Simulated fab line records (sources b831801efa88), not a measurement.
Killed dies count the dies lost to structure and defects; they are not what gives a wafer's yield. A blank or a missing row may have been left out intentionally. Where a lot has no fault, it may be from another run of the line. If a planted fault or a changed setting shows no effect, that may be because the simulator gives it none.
fab line records | flow sky130 | part 2 of 2: steps 24 to 32 of 32
record: lots: 5 wafers: 15 lastDay: 49
route steps=708 shown SONOS_ONO@186 GATE_OXIDE@187 POLY_GATE@204 RES_PROTECT@206
lots that met no fault: from a run of the same line without faults
startH: hours from the record's opening day to when the first of the lot's shown wafers began | waitH: hours elapsed since this lot's preceding step | " unchanged from the row above | L1.1+2: a row that stands for several wafers | - either no value or no given start | * or withheld: withheld | < > ~ a bound
route shown NAME@n: a module of which the file shows steps, and the number in the route of the first | usual: mean and standard deviation over wafers with no fault | same: alike in all rows | chamber/n: place in a boat | sites: per-site readings | _std_site: standard deviation of those values | _edge_site: inner sites' mean taken away from outer sites' mean | radiusMm: for every site, how far away it sits from the centre of the wafer | mask NAME#n: copy n | behind: the tool/chamber that last shaped the wafer | hold: why the lot was held/for how many hours/how that ended | device: transistor that didn't switch, given as n, p or np | end of line: the tests these same wafers got at the end of their route | a step without rows: its recipe alone | killed: the dies lost at the first sort to structure and to defects; this is not the yield of the wafer | map: the dies of a wafer, with x for killed, . for not killed, _ for no die there
set.NAME: the setting that was run; set.NAME@STEP: the one run at that earlier step | model.NAME: the simulator's own value behind a step, which no gauge read
lots seen at some steps along the route; tables by step, rows by wafer
services: a tool's chamber out of use, with start hour (startH, from the record's first day; less than 0 if before it), hours out, and reason
== steps ==
step: SKY_RES_PROTECT_SOFTBAKE_03
recipe: tempC: 90 timeS: 60 resist: NOVOLAK
usual: chillPlateTempC: 23.00/0.11
columns lot.wafer tool chamber startH waitH chillPlateTempC
L075.2 lithoTrack-02 0 332.60 0.1 23.14
L075.4 " 0 " " 22.92
L075.6 " 0 " " 23.16
L078.1 lithoTrack-02 0 357.67 0.1 23.16
L078.4 " 0 " " 22.94
L078.6 " 0 " " 23.09
L083.3 lithoTrack-03 0 403.63 0.1 22.98
L083.5 " 0 " " 22.94
L083.6 " 0 " " 22.97
L084.1 lithoTrack-02 0 409.27 0.1 23.02
L084.3 " 0 " " 23.00
L084.4 " 0 " " 23.01
L092.2 lithoTrack-04 0 475.14 0.1 23.07
L092.4 " 0 " " 22.90
L092.5 " 0 " " 22.95
step: SKY_RES_PROTECT_EXPOSE_04
recipe: maskId: RPM na: 0.6 sourceShape: conventional sigmaOuter: 0.6 polarization: unpolarized targetCdNm: 1270 doseMj: 131
usual: stageVelMmS: 500.05/0.23
columns lot.wafer tool chamber startH waitH mask stageVelMmS
L075.2 ilineStepper-01 0 - - RPM#0 499.95
L075.4 " 0 " " RPM#0 499.99
L075.6 " 0 " " RPM#0 499.93
L078.1 ilineStepper-01 0 - - RPM#0 500.03
L078.4 " 0 " " RPM#0 500.19
L078.6 " 0 " " RPM#0 500.18
L083.3 ilineStepper-01 0 - - RPM#0 500.17
L083.5 " 0 " " RPM#0 499.83
L083.6 " 0 " " RPM#0 499.94
L084.1 ilineStepper-02 0 - - RPM#0 499.86
L084.3 " 0 " " RPM#0 499.87
L084.4 " 0 " " RPM#0 500.18
L092.2 ilineStepper-02 0 - - RPM#0 500.28
L092.4 " 0 " " RPM#0 499.88
L092.5 " 0 " " RPM#0 500.52
step: SKY_RES_PROTECT_PEB_05
recipe: tempC: withheld timeS: * resist: NOVOLAK
usual: chillPlateTempC: *
columns lot.wafer tool chamber startH waitH chillPlateTempC
L075.2 lithoTrack-02 0 - - *
L075.4 " 0 " " *
L075.6 " 0 " " *
L078.1 lithoTrack-02 0 - - *
L078.4 " 0 " " *
L078.6 " 0 " " *
L083.3 lithoTrack-04 0 - - *
L083.5 " 0 " " *
L083.6 " 0 " " *
L084.1 lithoTrack-02 0 - - *
L084.3 " 0 " " *
L084.4 " 0 " " *
L092.2 lithoTrack-03 0 - - *
L092.4 " 0 " " *
L092.5 " 0 " " *
step: SKY_RES_PROTECT_DEVELOP_06
recipe: resist: NOVOLAK developer: TMAH developTimeS: 60 devTempC: 23
usual: chillPlateTempC: 23.02/0.11
columns lot.wafer tool chamber startH waitH chillPlateTempC
L075.2 lithoTrack-02 0 346.25 0.1 22.84
L075.4 " 0 " " 22.93
L075.6 " 0 " " 22.79
L078.1 lithoTrack-02 0 371.17 0.1 23.02
L078.4 " 0 " " 23.08
L078.6 " 0 " " 23.22
L083.3 lithoTrack-04 0 418.36 0.1 23.16
L083.5 " 0 " " 23.06
L083.6 " 0 " " 23.06
L084.1 lithoTrack-02 0 423.77 0.1 23.10
L084.3 " 0 " " 23.02
L084.4 " 0 " " 23.05
L092.2 lithoTrack-03 0 490.75 0.1 22.81
L092.4 " 0 " " 22.98
L092.5 " 0 " " 22.84
step: SKY_POLY_GATE_IMPLANT_02
recipe: species: P energyKev: 30 doseCm2: 7.7e+15 tiltDeg: 0
usual: endStationPressureTorr: 1.06e-05/8.8e-07 tiltDeg: -0.001/0.02
columns lot.wafer tool chamber startH waitH endStationPressureTorr tiltDeg
L075.2 implanter-03 0 346.40 0.1 1.17e-05 -0.038
L075.4 " 0 " " 1.25e-05 -0.013
L075.6 " 0 " " 1.19e-05 -0.006
L078.1 implanter-03 0 371.33 0.1 1.22e-05 0.008
L078.4 " 0 " " 1.13e-05 -0.004
L078.6 " 0 " " 1.19e-05 0.014
L083.3 implanter-02 0 418.51 0.1 1.02e-05 0.017
L083.5 " 0 " " 9.4e-06 -0.019
L083.6 " 0 " " 1e-05 0.007
L084.1 implanter-01 0 423.92 0.1 9.6e-06 -0.008
L084.3 " 0 " " 9.5e-06 0.011
L084.4 " 0 " " 9.9e-06 0.010
L092.2 implanter-02 0 490.90 0.1 1.07e-05 0.006
L092.4 " 0 " " 9.5e-06 0.037
L092.5 " 0 " " 1.01e-05 0.001
step: SKY_RES_PROTECT_STRIP_07
recipe: chemistry: O2/N2 powerW: 1400 pressureMtorr: 1500 platenTempC: withheld o2FlowSccm: 3000 n2FlowSccm: 300 overashFraction: 0.5
usual: drypumpMotorCurrentA: 6.26/0.21 oesProductAu: 0.518/0.0045 stripTimeToEndpointS: 23.28/0.042
columns lot.wafer tool chamber startH waitH drypumpMotorCurrentA oesProductAu rfHoursCounterH stripTimeToEndpointS
L075.2 plasmaAsher-01 0 346.52 0.1 6.00 0.526 22 23.23
L075.4 " 0 " " 6.04 0.519 - 23.21
L075.6 " 0 " " 6.03 0.522 - 23.20
L078.1 plasmaAsher-01 0 371.48 0.1 6.03 0.515 25 23.27
L078.4 " 1 " " 6.36 0.512 - 23.31
L078.6 " 0 " " 6.05 0.520 - 23.26
L083.3 plasmaAsher-03 0 418.65 0.1 6.22 0.529 - 23.31
L083.5 " 0 " " 6.24 0.524 - 23.29
L083.6 " 1 " " 6.29 0.516 - 23.30
L084.1 plasmaAsher-02 1 424.07 0.1 6.05 0.515 70 23.27
L084.3 " 1 " " 6.06 0.521 - 23.29
L084.4 " 0 " " 6.69 0.518 - 23.28
L092.2 plasmaAsher-01 0 491.03 0.1 6.05 0.517 37 23.32
L092.4 " 0 " " 6.02 0.516 - 23.33
L092.5 " 0 " " 6.02 0.515 - 23.33
step: SKY_RES_PROTECT_TW_MEAS_08
usual: POLY_GATE_TW: 4037/68
columns lot.wafer tool chamber startH waitH POLY_GATE_TW
L075.2 filmMetro-04 - 346.63 0.1 4040
L075.4 " - " " 4061
L075.6 " - " " 4056
L078.1 filmMetro-04 - 371.58 0.1 3979
L078.4 " - " " 3986
L078.6 " - " " 4012
L083.3 filmMetro-01 - 418.73 0.1 3986
L083.5 " - " " 3995
L083.6 " - " " 3992
L084.1 filmMetro-01 - 424.17 0.1 3987
L084.3 " - " " 3966
L084.4 " - " " 3981
L092.2 filmMetro-02 - 491.14 0.1 4131
L092.4 " - " " 4114
L092.5 " - " " 4143
step: SKY_RES_PROTECT_CLEAN_09
recipe: chemistry: SC1/SC2 mix: 1:4:20 tempC: 70 timeS: 150 dry: n2Spin
usual: tempC: 70.00/0.11
columns lot.wafer tool chamber startH waitH tempC
L075.2 wetBench-01 3 346.68 0.0 69.81
L075.4 " 3 " " 70.06
L075.6 " 3 " " 69.94
L078.1 wetBench-04 0 371.64 0.1 69.93
L078.4 " 0 " " 70.10
L078.6 " 0 " " 69.98
L083.3 wetBench-04 2 418.77 0.0 70.10
L083.5 " 2 " " 69.96
L083.6 " 2 " " 70.09
L084.1 wetBench-03 0 424.23 0.1 69.97
L084.3 " 0 " " 69.91
L084.4 " 0 " " 70.00
L092.2 wetBench-03 1 491.19 0.0 70.04
L092.4 " 1 " " 69.97
L092.5 " 1 " " 69.97
step: SKY_POLY_GATE_CVD_03
recipe: material: Si3N4 precursor: DCS/NH3 targetThkNm: 75 tempC: 770 timeS: 1290 pressureMtorr: 250
usual: spikeTcCentreC: 770.4/1.1 zonePowerBottomPct: 20.5/0.33 zonePowerCentrePct: 13.05/0.22
columns lot.wafer tool chamber startH waitH spikeTcCentreC zonePowerBottomPct zonePowerCentrePct
L075.2 lpcvd-02 0 346.74 0.0 770.2 20.6 12.91
L075.4 " 0 " " 771.2 20.7 12.80
L075.6 " 0 " " 769.6 20.6 12.81
L078.1 lpcvd-02 0 372.49 0.8 769.7 21.0 12.75
L078.4 " 0 " " 770.7 20.8 12.73
L078.6 " 0 " " 768.9 20.9 12.88
L083.3 lpcvd-02 0 420.09 1.3 770.3 20.3 12.91
L083.5 " 0 " " 770.5 20.9 12.83
L083.6 " 0 " " 769.4 20.7 12.79
L084.1 lpcvd-02 1 426.54 2.3 769.7 20.5 13.19
L084.3 " 1 " " 768.7 20.2 13.36
L084.4 " 1 " " 772.0 20.1 13.01
L092.2 lpcvd-02 1 492.34 1.1 769.4 20.1 13.29
L092.4 " 1 " " 769.9 20.1 13.37
L092.5 " 1 " " 772.9 19.8 13.19
== services ==
columns tool chamber startH hours kind
wetBench-02 - 264.06 6.8 repair
furnace-01 - 272.25 4.6 pm
plasmaAsher-02 - 282.22 0.6 repair
furnace-01 - 282.58 4.1 pm
implanter-03 - 288.27 1.7 repair
wetBench-03 - 289.89 1.2 repair
ilineStepper-02 - 295.85 1.4 repair
plasmaAsher-01 - 299.56 13.6 repair
implanter-02 - 312.65 3.9 pm
furnace-01 - 329.07 8.4 repair
implanter-03 - 335.28 0.6 repair
plasmaAsher-02 - 336.46 6.8 repair
implanter-02 - 342.30 4.3 repair
implanter-02 - 342.53 2.4 repair
wetBench-03 - 344.01 1.9 pm
implanter-01 - 344.30 3.2 pm
implanter-01 - 347.47 5.8 pm
plasmaAsher-02 - 359.83 21.6 repair
ilineStepper-01 - 392.67 1.7 pm
ilineStepper-02 - 405.78 1.7 pm
furnace-01 - 440.11 4.4 pm
furnace-02 - 459.39 2.8 pm
furnace-01 - 469.52 1.7 pm
lpcvd-02 - 475.33 14.6 pm
